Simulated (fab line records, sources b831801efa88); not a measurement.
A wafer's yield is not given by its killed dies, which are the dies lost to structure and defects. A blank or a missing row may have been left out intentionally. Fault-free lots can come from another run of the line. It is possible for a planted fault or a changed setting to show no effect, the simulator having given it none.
The tool behind it: which one? -- flow sky130 -- 11 lots with 32 wafers sampled at 5 steps, on a route of 708 steps

## WHAT THE GAUGES SHOWED, per wafer
SKY_VIA3_BOW_MEAS_03. Usual: VIA3_BOW 81 um, standard deviation 7.6.
lot,measured,on,VIA3_BOW (um),flag
L329,day 38 18:50,film-metro-01,90 92 78,
L334,day 40 04:44,film-metro-01,93 88 83,
L336,day 41 00:51,film-metro-02,73 70,
L337,day 41 06:49,film-metro-03,89 92 80,
L338,day 41 07:42,film-metro-02,78 84 80,
L339,day 42 01:17,film-metro-02,78 84 74,
L346,day 43 21:25,film-metro-01,69 77 93,
L347,day 44 05:58,film-metro-02,95 88 87,
L349,day 44 11:40,film-metro-01,97 87 79,
L350,day 44 14:36,film-metro-02,77 80 79,
L352,day 45 07:14,film-metro-02,90 93 78,

## EACH LOT AND THE TOOL THAT RAN IT (in order: tool; ch and the chambers of the sampled wafers; start)
lot,SKY_VIA2_STRIP_16,SKY_METAL3_DESCUM_15,SKY_METAL3_METAL_ETCH_18,SKY_METAL3_STRIP_19
L329,"plasma-asher-02 ch 0,1, day 36 10:53","rie-metal-02 ch 0,1, day 38 17:06","rie-metal-03 ch 0,1, day 38 17:15","plasma-asher-04 ch 0,1, day 38 17:26"
L334,"plasma-asher-02 ch 0,1, day 37 22:36","rie-metal-02 ch 1, day 40 03:09","rie-metal-03 ch 0,1, day 40 03:26","plasma-asher-01 ch 0,1, day 40 03:36"
L336,"plasma-asher-03 ch 1, day 38 20:06","rie-metal-01 ch 0,1, day 40 23:23","rie-metal-03 ch 0,1, day 40 23:32","plasma-asher-03 ch 1, day 40 23:43"
L337,"plasma-asher-04 ch 0,1, day 39 00:36","rie-metal-01 ch 0,1, day 41 04:53","rie-metal-03 ch 0,1, day 41 05:02","plasma-asher-04 ch 0,1, day 41 05:13"
L338,"plasma-asher-02 ch 0,1, day 39 03:12","rie-metal-02 ch 0,1, day 41 06:02","rie-metal-03 ch 0,1, day 41 06:11","plasma-asher-03 ch 0,1, day 41 06:22"
L339,"plasma-asher-02 ch 0,1, day 39 21:06","rie-metal-01 ch 0,1, day 41 23:50","rie-metal-02 ch 0,1, day 41 23:59","plasma-asher-01 ch 0, day 42 00:10"
L346,"plasma-asher-02 ch 0,1, day 41 18:33","rie-metal-02 ch 0,1, day 43 19:54","rie-metal-01 ch 0,1, day 43 20:05","plasma-asher-01 ch 0,1, day 43 20:16"
L347,"plasma-asher-03 ch 0,1, day 42 04:21","rie-metal-01 ch 0,1, day 44 04:09","rie-metal-03 ch 0,1, day 44 04:18","plasma-asher-01 ch 0,1, day 44 04:29"
L349,"plasma-asher-04 ch 0,1, day 42 10:08","rie-metal-02 ch 0,1, day 44 10:08","rie-metal-03 ch 0,1, day 44 10:20","plasma-asher-01 ch 0,1, day 44 10:29"
L350,"plasma-asher-02 ch 0,1, day 42 13:25","rie-metal-02 ch 0,1, day 44 13:02","rie-metal-03 ch 0,1, day 44 13:14","plasma-asher-03 ch 0,1, day 44 13:23"
L352,"plasma-asher-03 ch 1, day 43 06:39","rie-metal-02 ch 0,1, day 45 05:44","rie-metal-03 ch 0,1, day 45 05:53","plasma-asher-03 ch 1, day 45 06:04"
- SKY_VIA2_STRIP_16: strips in O2/N2.
- SKY_METAL3_DESCUM_15: chemistry O2, time 8 s.
- SKY_METAL3_METAL_ETCH_18: etches the open film in Cl2/BCl3, stops on SiO2, target depth 845 nm, time 183.1 s.
- SKY_METAL3_STRIP_19: strips in O2/N2.

## WHAT THE TOOLS THEMSELVES READ (means of the sampled wafers that have a number; where no wafer has one, the mark that the record gives instead)
SKY_VIA2_STRIP_16. Usual: drypump-motor-current-A 5.7 A, standard deviation 0.46; oes-product-au 0.399 a.u., standard deviation 0.0045; strip-time-to-endpoint-s 4.053 s, standard deviation 0.025.
lot,tool,drypump-motor-current-A (A),oes-product-au (a.u.),strip-time-to-endpoint-s (s),flag
L329,plasma-asher-02,5.1,0.396,4.052,
L334,plasma-asher-02,5.2,0.399,4.052,
L336,plasma-asher-03,5.9,0.401,4.100,
L337,plasma-asher-04,5.8,0.397,4.082,
L338,plasma-asher-02,5.2,0.399,4.040,
L339,plasma-asher-02,5.2,0.395,4.029,
L346,plasma-asher-02,5.2,0.398,4.052,
L347,plasma-asher-03,6.0,0.397,4.040,
L349,plasma-asher-04,6.0,0.394,4.049,
L350,plasma-asher-02,5.1,0.399,4.023,
L352,plasma-asher-03,5.9,0.398,4.033,

SKY_METAL3_DESCUM_15. Usual: drypump-motor-current-A 5.6 A, standard deviation 0.54; oes-product-au 0.993 a.u., standard deviation 0.011.
lot,tool,drypump-motor-current-A (A),oes-product-au (a.u.),flag
L329,rie-metal-02,5.4,0.995,
L334,rie-metal-02,5.7,0.985,
L336,rie-metal-01,5.8,0.996,
L337,rie-metal-01,5.6,0.991,
L338,rie-metal-02,5.1,1.000,
L339,rie-metal-01,6.0,0.992,
L346,rie-metal-02,5.4,0.984,
L347,rie-metal-01,5.6,0.986,
L349,rie-metal-02,5.1,0.987,
L350,rie-metal-02,5.4,0.990,
L352,rie-metal-02,5.1,0.990,

SKY_METAL3_METAL_ETCH_18. Usual: drypump-motor-current-A 5.7 A, standard deviation 0.41; oes-product-au 0.866 a.u., standard deviation 0.0067; throttle-valve-pct 22.265 %, standard deviation 0.0091.
lot,tool,drypump-motor-current-A (A),oes-product-au (a.u.),throttle-valve-pct (%),flag
L329,rie-metal-03,5.8,0.858,22.263,
L334,rie-metal-03,5.7,0.870,22.269,
L336,rie-metal-03,5.8,0.877,22.261,
L337,rie-metal-03,5.9,0.866,22.266,
L338,rie-metal-03,5.8,0.860,22.268,
L339,rie-metal-02,5.1,0.858,22.266,
L346,rie-metal-01,6.0,0.860,22.265,
L347,rie-metal-03,5.7,0.863,22.258,
L349,rie-metal-03,5.7,0.864,22.270,
L350,rie-metal-03,5.8,0.860,22.260,
L352,rie-metal-03,5.9,0.870,22.265,

SKY_METAL3_STRIP_19. Usual: drypump-motor-current-A 6.0 A, standard deviation 0.34; oes-product-au 0.503 a.u., standard deviation 0.0066; strip-time-to-endpoint-s 6.55 s, standard deviation 0.1.
lot,tool,drypump-motor-current-A (A),oes-product-au (a.u.),strip-time-to-endpoint-s (s),flag
L329,plasma-asher-04,6.0,0.509,6.63,
L334,plasma-asher-01,5.7,0.504,6.55,
L336,plasma-asher-03,5.9,0.536,7.39,OFF
L337,plasma-asher-04,5.8,0.536,7.39,OFF
L338,plasma-asher-03,6.0,0.541,7.41,OFF
L339,plasma-asher-01,5.4,0.512,6.69,
L346,plasma-asher-01,5.7,0.511,6.70,
L347,plasma-asher-01,5.9,0.500,6.46,
L349,plasma-asher-01,5.9,0.497,6.42,
L350,plasma-asher-03,6.2,0.500,6.49,
L352,plasma-asher-03,5.9,0.490,6.39,

## THE ANSWER, worked out from the rows above alone
Rule: take the mean of a lot's wafers that have a number; if it is more than 3 standard deviations from the usual mean, the lot is off. A lot without any number at a reading at which 4 lots or more have one is off too. The other lots that the step has rows for count as sound. The gauges are gone through in route order, then the tools' own readings, and for those a lot's mean is taken as printed above. The first step at which some lot is off is used, and at that step the reading that is off furthest; a lot without a number counts as furthest.
Off: L336, L337, L338, at SKY_METAL3_STRIP_19 (strip-time-to-endpoint-s).
A tool fits if, at that step or a process step before it, it ran every lot that is off, and no sound lot after the first of them. Of those tried, none fits.

## WHAT THE SIMULATOR HAD PUT IN
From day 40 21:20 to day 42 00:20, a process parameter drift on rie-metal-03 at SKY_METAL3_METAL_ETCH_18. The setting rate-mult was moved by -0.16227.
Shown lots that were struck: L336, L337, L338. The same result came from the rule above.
